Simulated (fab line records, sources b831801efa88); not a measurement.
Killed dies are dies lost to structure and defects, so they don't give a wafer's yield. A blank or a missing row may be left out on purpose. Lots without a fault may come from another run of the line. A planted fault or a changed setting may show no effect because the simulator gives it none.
fab line records | flow sky130
record lots=6 wafers=18 last_day=49
route steps=708 shown LDD_HVP@285 LDD_LDN@289 PAD_OPEN@708
lots that met no fault: from a run of the same line without faults
start_h: hours from the record's first day to the start of the lot's first wafer shown | wait_h: hours since the lot's step before | " the same as in the row above | L1.1+2: a row that stands for several wafers | - no value, or no start given | * or withheld: withheld | < > ~ a bound
route shown NAME@n: a module of which the file shows steps, and the number in the route of the first | usual: mean/standard deviation of fault-free wafers | same: alike in all rows | chamber/n: place in a boat | sites: the reading at each site | _std_site: their standard deviation | _edge_site: outer sites' mean less inner sites' | radius_mm: how far each site lies from the wafer's centre | mask NAME#n: copy n | behind: the tool/chamber that last shaped the wafer | hold: why the lot was held/for how many hours/how that ended | device: the transistor (n, p or np) that didn't switch | end of line: the same wafers' tests at the end of the route | a step without rows: its recipe alone | killed: dies lost to structure and defects at the first sort, not the wafer's yield | map: a wafer's dies, x killed, . not, _ none there
set.NAME: the setting as run; set.NAME@STEP: as run at that earlier step | model.NAME: the simulator's own value behind a step, which no gauge read
lots at some steps of the route; a table a step, a row a wafer
services: from which hour (start_h, from the record's first day; less than 0 if before it) a tool's chamber was out of use, for how many hours, and why
## steps
# step SKY_LDD_HVP_OVL_MEAS_07
# usual LDD_HVP_OVL=0.8/1.4
# columns lot.wafer tool chamber start_h wait_h LDD_HVP_OVL[nm]
L185.1 overlay-01 - 493.27 0.1 0.9
L185.2 " - " " -0.3
L185.3 " - " " 0.0
L187.2 overlay-02 - 506.24 0.1 -0.7
L187.3 " - " " 0.8
L187.4 " - " " -1.4
L191.2 overlay-01 - 551.98 0.1 1.9
L191.4 " - " " 4.1
L191.6 " - " " 2.0
L198.2 overlay-01 - 609.23 0.1 0.5
L198.4 " - " " 1.9
L198.5 " - " " -0.6
L200.1 overlay-01 - 628.36 0.1 0.1
L200.3 " - " " -0.8
L200.5 " - " " -0.1
L203.2 overlay-02 - 647.73 0.1 2.2
L203.3 " - " " 0.2
L203.4 " - " " 2.8
# step SKY_LDD_HVP_IMPLANT_08
# recipe species=B energy_kev=20 dose_cm2=1.7e+13 tilt_deg=17.9
# step SKY_LDD_HVP_STRIP_09
# recipe chemistry=O2/N2 power_w=1400 pressure_mtorr=1500 platen_temp_c=withheld o2_flow_sccm=3000 n2_flow_sccm=300 overash_fraction=0.5
# usual drypump_motor_current_A=6.1/0.48 o2_flow_sccm=3000/8.9 oes_product_au=0.408/0.0047 strip_time_to_endpoint_s=4.135/0.015
# columns lot.wafer tool chamber start_h wait_h drypump_motor_current_A o2_flow_sccm oes_product_au rf_hours_counter_h strip_time_to_endpoint_s
L185.1 plasma_asher-01 1 493.46 0.1 6.0 2999 0.413 7 4.145
L185.2 " 0 " " 6.6 3014 0.408 7 4.145
L185.3 " 0 " " 6.6 2996 0.412 - 4.121
L187.2 plasma_asher-01 0 506.42 0.1 6.6 3016 0.402 8 4.130
L187.3 " 1 " " 6.0 2994 0.406 - 4.124
L187.4 " 0 " " 6.6 3031 0.415 - 4.133
L191.2 plasma_asher-01 1 552.20 0.1 6.0 3005 0.411 13 4.108
L191.4 " 1 " " 6.0 3018 0.405 - 4.122
L191.6 " 0 " " 6.6 2994 0.403 - 4.113
L198.2 plasma_asher-02 0 609.41 0.1 5.6 3000 0.401 95 4.130
L198.4 " 1 " " 5.4 3001 0.406 - 4.126
L198.5 " 1 " " 5.4 3013 0.409 - 4.130
L200.1 plasma_asher-02 0 628.55 0.1 5.6 3006 0.408 96 4.125
L200.3 " 0 " " 5.6 3006 0.407 - 4.127
L200.5 " 0 " " 5.6 3004 0.411 - 4.127
L203.2 plasma_asher-02 0 647.91 0.1 5.5 3007 0.408 98 4.147
L203.3 " 1 " " 5.4 3002 0.413 - 4.151
L203.4 " 0 " " 5.6 3002 0.408 - 4.136
# step SKY_LDD_HVP_TW_MEAS_10
# usual LDD_HVP_TW=458/3.2
# columns lot.wafer tool chamber start_h wait_h LDD_HVP_TW
L185.1 film_metro-03 - 493.56 0.1 457
L185.2 " - " " 457
L185.3 " - " " 461
L187.2 film_metro-04 - 506.53 0.1 450
L187.3 " - " " 450
L187.4 " - " " 448
L191.2 film_metro-03 - 552.31 0.1 457
L191.4 " - " " 459
L191.6 " - " " 459
L198.2 film_metro-02 - 609.52 0.1 463
L198.4 " - " " 462
L198.5 " - " " 460
L200.1 film_metro-02 - 628.65 0.1 460
L200.3 " - " " 457
L200.5 " - " " 458
L203.2 film_metro-04 - 648.02 0.1 456
L203.3 " - " " 454
L203.4 " - " " 454
# step SKY_LDD_LDN_DEHYDRATE_00
# recipe temp_c=200 time_s=60
# step SKY_LDD_LDN_HMDS_01
# recipe prime_time_s=60 prime_temp_c=120
# step SKY_LDD_LDN_COAT_02
# recipe resist=NOVOLAK spin_rpm=3000 resist_thk_nm=1140
# step SKY_LDD_LDN_SOFTBAKE_03
# recipe temp_c=90 time_s=60 resist=NOVOLAK
# step SKY_LDD_LDN_EXPOSE_04
# recipe mask_id=LDNTM na=0.6 source_shape=conventional sigma_outer=0.6 polarization=unpolarized target_cd_nm=700 dose_mj=140
# step SKY_LDD_LDN_PEB_05
# recipe temp_c=withheld time_s=* resist=NOVOLAK
# step SKY_LDD_LDN_DEVELOP_06
# recipe resist=NOVOLAK developer=TMAH develop_time_s=60 dev_temp_c=23
# step SKY_LDD_LDN_OVL_MEAS_07
# usual LDD_LDN_OVL=0.6/1.6
# columns lot.wafer tool chamber start_h wait_h LDD_LDN_OVL[nm]
L185.1 overlay-02 - 523.52 0.1 -0.3
L185.2 " - " " -1.8
L185.3 " - " " -1.1
L187.2 overlay-01 - 537.52 0.1 0.1
L187.3 " - " " 1.1
L187.4 " - " " 0.0
L191.2 overlay-01 - 581.90 0.1 -0.1
L191.4 " - " " 0.5
L191.6 " - " " 1.7
L198.2 overlay-01 - 638.27 0.1 -0.3
L198.4 " - " " 0.6
L198.5 " - " " 0.3
L200.1 overlay-01 - 657.00 0.1 1.7
L200.3 " - " " -1.9
L200.5 " - " " -0.2
L203.2 overlay-01 - 676.17 0.1 -2.0
L203.3 " - " " -0.1
L203.4 " - " " -0.2
# step SKY_LDD_LDN_IMPLANT_08
# recipe species=As energy_kev=15 dose_cm2=1.25e+13 tilt_deg=withheld rotation_deg=23
# usual beam_on_s=10.02/0.21 faraday_current_uA=70.3/1.4
# columns lot.wafer tool chamber start_h wait_h beam_on_s faraday_current_uA
L185.1 implanter-02 0 523.55 0.0 9.97 70.6
L185.2 " 0 " " 9.98 70.5
L185.3 " 0 " " 9.88 71.1
L187.2 implanter-01 0 537.58 0.0 10.18 68.8
L187.3 " 0 " " 10.14 69.4
L187.4 " 0 " " 9.81 71.6
L191.2 implanter-03 0 581.96 0.0 10.00 70.4
L191.4 " 0 " " 9.98 70.7
L191.6 " 0 " " 9.92 71.0
L191.2 implanter-03 0 582.27 0.3 9.71 72.6
L191.4 " 0 " " 10.30 68.3
L191.6 " 0 " " 10.06 69.7
L198.2 implanter-02 0 638.33 0.0 9.86 71.3
L198.4 " 0 " " 9.78 72.2
L198.5 " 0 " " 9.81 71.6
L198.2 implanter-02 0 638.64 0.3 9.79 71.7
L198.4 " 0 " " 9.96 70.8
L198.5 " 0 " " 10.00 70.7
L200.1 implanter-01 0 657.03 0.0 9.72 72.4
L200.3 " 0 " " 10.14 69.5
L200.5 " 0 " " 10.27 68.4
L203.2 implanter-01 0 676.23 0.0 9.91 71.0
L203.3 " 0 " " 10.07 69.9
L203.4 " 0 " " 10.30 68.5
# step SKY_LDD_LDN_IMPLANT_09
# recipe species=As energy_kev=15 dose_cm2=1.25e+13 tilt_deg=withheld rotation_deg=113
# step SKY_LDD_LDN_IMPLANT_10
# recipe species=As energy_kev=15 dose_cm2=1.25e+13 tilt_deg=withheld rotation_deg=203
# step SKY_LDD_LDN_IMPLANT_11
# recipe species=As energy_kev=15 dose_cm2=1.25e+13 tilt_deg=withheld rotation_deg=293
# step SKY_LDD_LDN_STRIP_12
# recipe chemistry=O2/N2 power_w=1400 pressure_mtorr=1500 platen_temp_c=withheld o2_flow_sccm=3000 n2_flow_sccm=300 overash_fraction=0.5
# usual drypump_motor_current_A=5.7/0.53 o2_flow_sccm=3000/9.3 oes_product_au=0.716/0.0046 strip_time_to_endpoint_s=14.19/0.041
# columns lot.wafer tool chamber start_h wait_h drypump_motor_current_A o2_flow_sccm oes_product_au rf_hours_counter_h strip_time_to_endpoint_s
L185.1 plasma_asher-04 0 524.15 0.1 5.0 3004 0.717 69 14.15
L185.2 " 1 " " 5.3 3003 0.722 69 14.18
L185.3 " 0 " " 5.0 2999 0.718 - 14.21
L187.2 plasma_asher-02 0 538.15 0.1 5.6 3008 0.710 88 14.24
L187.3 " 0 " " 5.6 2991 0.720 - 14.22
L187.4 " 1 " " 5.4 3000 0.715 - 14.24
L191.2 plasma_asher-03 0 582.85 0.1 6.7 3021 0.718 42 14.15
L191.4 " 1 " " 5.9 3011 0.716 - 14.15
L191.6 " 1 " " 5.9 3009 0.721 - 14.19
L198.2 plasma_asher-03 0 639.22 0.1 6.7 2998 0.722 48 14.26
L198.4 " 0 " " 6.7 2997 0.715 - 14.26
L198.5 " 1 " " 5.9 3005 0.719 - 14.28
L200.1 plasma_asher-03 1 657.63 0.1 5.9 2992 0.728 50 14.20
L200.3 " 0 " " 6.7 3007 0.715 - 14.14
L200.5 " 0 " " 6.7 3000 0.719 - 14.18
L203.2 plasma_asher-02 1 676.80 0.1 5.4 2995 0.715 101 14.22
L203.3 " 0 " " 5.6 3010 0.712 - 14.24
L203.4 " 1 " " 5.3 2984 0.718 - 14.23
# step SKY_LDD_LDN_TW_MEAS_13
# usual LDD_LDN_TW=1478/15
# columns lot.wafer tool chamber start_h wait_h LDD_LDN_TW
L185.1 film_metro-04 - 524.25 0.1 1458
L185.2 " - " " 1457
L185.3 " - " " 1464
L187.2 film_metro-04 - 538.26 0.1 1469
L187.3 " - " " 1462
L187.4 " - " " 1469
L191.2 film_metro-04 - 582.96 0.1 1567
L191.4 " - " " 1567
L191.6 " - " " 1571
L191.2 film_metro-04 - 583.18 0.2 1571
L191.4 " - " " 1566
L191.6 " - " " 1571
L198.2 film_metro-02 - 639.33 0.1 1585
L198.4 " - " " 1589
L198.5 " - " " 1584
L198.2 film_metro-02 - 639.62 0.3 1589
L198.4 " - " " 1585
L198.5 " - " " 1586
L200.1 film_metro-04 - 657.73 0.1 1465
L200.3 " - " " 1468
L200.5 " - " " 1466
L203.2 film_metro-02 - 676.91 0.1 1484
L203.3 " - " " 1492
L203.4 " - " " 1488
# step SKY_LDD_LDN_CLEAN_14
# recipe chemistry=SC1/SC2 mix=1:4:20 temp_c=70 time_s=150 dry=n2_spin
# step SKY_PAD_OPEN_PROBE_99
# usual killed_at_M0_to_M3=42/7.3 killed_at_M4_up=3.2/1.8 killed_at_contacts=25/5.2 killed_at_front_end=15/4.6 killed_at_other=0.3/0.62 killed_dies=85/9.9 killed_open=46/7.1 killed_short=38/5.7
# same gross_dies=492 killed_at_back_side=0
# columns lot.wafer tool chamber start_h wait_h killed_at_M0_to_M3 killed_at_M4_up killed_at_contacts killed_at_front_end killed_at_other killed_dies killed_open killed_short model.etest.tip_sonos.rs_ohm_sq
L185.1 prober-01 - 1073.72 0.1 44 4 24 18 1 91 56 35 2642
L185.2 prober-01 - 1073.77 0.1 39 2 21 15 1 78 45 33 2651
L185.3 prober-01 - 1073.82 0.2 41 1 22 17 0 81 41 40 2667
L187.2 prober-01 - 1083.87 0.1 38 4 32 16 0 90 48 42 2831
L187.3 prober-01 - 1083.92 0.2 50 0 23 13 0 86 44 42 2790
L187.4 prober-01 - 1083.97 0.2 35 6 29 31 1 102 59 43 2769
L191.2 prober-02 - 1115.94 0.1 44 0 22 11 1 78 43 35 2340
L191.4 prober-02 - 1116.04 0.2 35 5 31 13 0 84 38 46 2376
L191.6 prober-02 - 1116.14 0.2 40 0 34 23 0 97 51 46 2366
L198.2 prober-01 - 1151.76 0.1 43 2 24 13 0 82 52 30 2377
L198.4 prober-01 - 1151.86 0.2 54 5 19 14 2 94 50 44 2431
L198.5 prober-01 - 1151.91 0.2 47 3 13 16 0 79 42 37 2406
L200.1 prober-01 - 1165.05 0.1 42 4 18 9 0 73 38 35 2728
L200.3 prober-01 - 1165.15 0.2 38 3 26 14 0 81 48 33 2698
L200.5 prober-01 - 1165.25 0.2 49 1 28 7 0 85 50 35 2745
L203.2 prober-02 - 1177.12 0.1 37 3 27 15 0 82 47 35 2782
L203.3 prober-02 - 1177.17 0.2 42 3 38 15 0 98 58 40 2749
L203.4 prober-02 - 1177.22 0.2 44 1 17 10 0 72 40 32 2766
# killed by level:class
L185.1 VIA2:geometric_particle:open=10 VIA1:geometric_particle:open=9 LI_CONTACT:geometric_particle:open=8 CONTACT:geometric_particle:open=8 CONTACT:geometric_particle:short=6 FIELD_ISO:geometric_particle:open=5 METAL1:geometric_particle:short=5 POLY_GATE:geometric_particle:open=4
L185.2 VIA1:geometric_particle:open=11 LI_CONTACT:geometric_particle:open=10 POLY_GATE:geometric_particle:open=6 VIA3:geometric_particle:open=6 METAL1:geometric_particle:short=6 LOCAL_INTERCONNECT:geometric_particle:short=5 FIELD_ISO:geometric_particle:short=4 VIA3:geometric_particle:short=4
L185.3 VIA1:geometric_particle:open=10 CONTACT:geometric_particle:open=9 METAL1:geometric_particle:short=7 VIA3:geometric_particle:open=6 LI_CONTACT:geometric_particle:open=5 METAL2:geometric_particle:short=5 FIELD_ISO:geometric_particle:short=4 LOCAL_INTERCONNECT:geometric_particle:short=4
L187.2 CONTACT:geometric_particle:open=14 VIA1:geometric_particle:open=8 CONTACT:geometric_particle:short=7 LI_CONTACT:geometric_particle:open=6 VIA3:geometric_particle:open=5 POLY_GATE:geometric_particle:open=4 POLY_GATE:geometric_particle:short=4 METAL1:geometric_particle:short=4
L187.3 VIA1:geometric_particle:open=17 CONTACT:geometric_particle:short=8 VIA3:geometric_particle:open=6 FIELD_ISO:geometric_particle:open=5 LOCAL_INTERCONNECT:geometric_particle:short=5 CONTACT:geometric_particle:open=5 VIA1:geometric_particle:short=5 METAL2:geometric_particle:short=5
L187.4 FIELD_ISO:geometric_particle:open=10 CONTACT:geometric_particle:open=10 VIA2:geometric_particle:open=8 FIELD_ISO:geometric_particle:short=7 LI_CONTACT:geometric_particle:open=7 CONTACT:geometric_particle:short=6 POLY_GATE:geometric_particle:open=5 LOCAL_INTERCONNECT:geometric_particle:short=5
L191.2 VIA1:geometric_particle:open=12 CONTACT:geometric_particle:short=8 VIA2:geometric_particle:open=7 CONTACT:geometric_particle:open=5 LI_CONTACT:geometric_particle:open=4 METAL2:geometric_particle:short=4 METAL3:geometric_particle:short=4 FIELD_ISO:geometric_particle:open=3
L191.4 CONTACT:geometric_particle:open=13 VIA1:geometric_particle:short=9 VIA1:geometric_particle:open=7 CONTACT:geometric_particle:short=6 LOCAL_INTERCONNECT:geometric_particle:short=5 VIA2:geometric_particle:open=5 FIELD_ISO:geometric_particle:short=4 LI_CONTACT:geometric_particle:short=4
L191.6 LI_CONTACT:geometric_particle:open=12 CONTACT:geometric_particle:open=9 METAL1:geometric_particle:short=9 FIELD_ISO:geometric_particle:short=8 VIA1:geometric_particle:open=8 VIA2:geometric_particle:open=6 LOCAL_INTERCONNECT:geometric_particle:short=5 CONTACT:geometric_particle:short=5
L198.2 VIA1:geometric_particle:open=10 VIA3:geometric_particle:open=9 LI_CONTACT:geometric_particle:open=8 CONTACT:geometric_particle:open=7 FIELD_ISO:geometric_particle:open=5 VIA2:geometric_particle:short=5 POLY_GATE:geometric_particle:short=4 METAL3:geometric_particle:short=4
L198.4 METAL1:geometric_particle:short=10 VIA1:geometric_particle:open=10 VIA2:geometric_particle:open=9 CONTACT:geometric_particle:open=6 FIELD_ISO:geometric_particle:open=5 LI_CONTACT:geometric_particle:open=5 METAL2:geometric_particle:short=5 VIA3:geometric_particle:open=5
L198.5 VIA2:geometric_particle:open=10 VIA1:geometric_particle:open=8 FIELD_ISO:geometric_particle:short=7 CONTACT:geometric_particle:open=5 METAL2:geometric_particle:short=5 METAL3:geometric_particle:short=5 METAL1:geometric_particle:short=4 VIA3:geometric_particle:open=4
L200.1 VIA1:geometric_particle:open=12 CONTACT:geometric_particle:open=10 METAL2:geometric_particle:short=6 FIELD_ISO:geometric_particle:short=4 METAL1:geometric_particle:short=4 VIA1:geometric_particle:short=4 CONTACT:geometric_particle:short=3 VIA2:geometric_particle:open=3
L200.3 CONTACT:geometric_particle:open=10 VIA2:geometric_particle:open=9 LI_CONTACT:geometric_particle:open=7 VIA3:geometric_particle:open=5 LOCAL_INTERCONNECT:geometric_particle:short=4 METAL1:geometric_particle:short=4 METAL2:geometric_particle:short=4 FIELD_ISO:geometric_particle:short=3
L200.5 VIA1:geometric_particle:open=14 CONTACT:geometric_particle:open=10 VIA1:geometric_particle:short=9 LI_CONTACT:geometric_particle:open=8 VIA2:geometric_particle:open=7 LOCAL_INTERCONNECT:geometric_particle:short=5 METAL2:geometric_particle:short=4 VIA3:geometric_particle:open=4
L203.2 VIA1:geometric_particle:open=14 LI_CONTACT:geometric_particle:open=10 CONTACT:geometric_particle:open=9 POLY_GATE:geometric_particle:short=5 VIA1:geometric_particle:short=4 METAL2:geometric_particle:short=4 VIA3:geometric_particle:open=4 FIELD_ISO:geometric_particle:short=3
L203.3 LI_CONTACT:geometric_particle:open=11 CONTACT:geometric_particle:open=11 VIA3:geometric_particle:open=10 POLY_GATE:geometric_particle:open=7 VIA1:geometric_particle:open=7 VIA1:geometric_particle:short=7 LI_CONTACT:geometric_particle:short=5 METAL2:geometric_particle:short=5
L203.4 METAL1:geometric_particle:short=12 CONTACT:geometric_particle:open=9 VIA1:geometric_particle:open=9 VIA3:geometric_particle:open=7 SPACER:geometric_particle:open=4 VIA3:geometric_particle:short=4 CONTACT:geometric_particle:short=3 METAL2:geometric_particle:short=3
## services
# columns tool chamber start_h hours kind
plasma_asher-03 - 478.63 11.4 repair
plasma_asher-03 - 491.73 2.8 pm
plasma_asher-02 - 513.52 2.8 pm
implanter-02 - 551.21 1.6 repair
plasma_asher-03 - 553.36 14.6 pm
plasma_asher-02 - 563.16 2.7 repair
implanter-03 - 570.89 3.9 repair
plasma_asher-04 - 584.14 2.7 repair
implanter-02 - 601.03 2.5 repair
plasma_asher-03 - 606.37 0.7 repair
implanter-01 - 617.34 5.3 pm
plasma_asher-01 - 624.41 1.1 repair
plasma_asher-04 - 627.18 4.0 pm
implanter-03 - 669.31 3.7 repair
## key
first_sign step=SKY_LDD_LDN_IMPLANT_08 reading=visit direction=added
effect step=SKY_LDD_LDN_TW_MEAS_13 reading=visit direction=added
effect step=SKY_LDD_LDN_TW_MEAS_13 reading=LDD_LDN_TW direction=up sigmas=6.8 usual=1478 struck=1577
model_effect step=SKY_PAD_OPEN_PROBE_99 value=etest.tip_sonos.rs_ohm_sq without=2691 struck=2383
met_at SKY_LDD_LDN_IMPLANT_08
struck_wafers L191.2,L191.4,L191.6,L198.2,L198.4,L198.5
tester_left_out L191,L198
fault kind=repeated_step_whole tool=implanter-01,implanter-02,implanter-03 chamber=- onset_h=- steps=SKY_LDD_LDN_IMPLANT_08 times=1 scope=struck_lots_only
# tester_left_out: of these lots the tester's yield and bins aren't shown, on N5 and GAA mostly nor the transistor test; their killed dies are dies lost to structure and defects alone, not to doping, threshold or leakage, so they don't give the yield
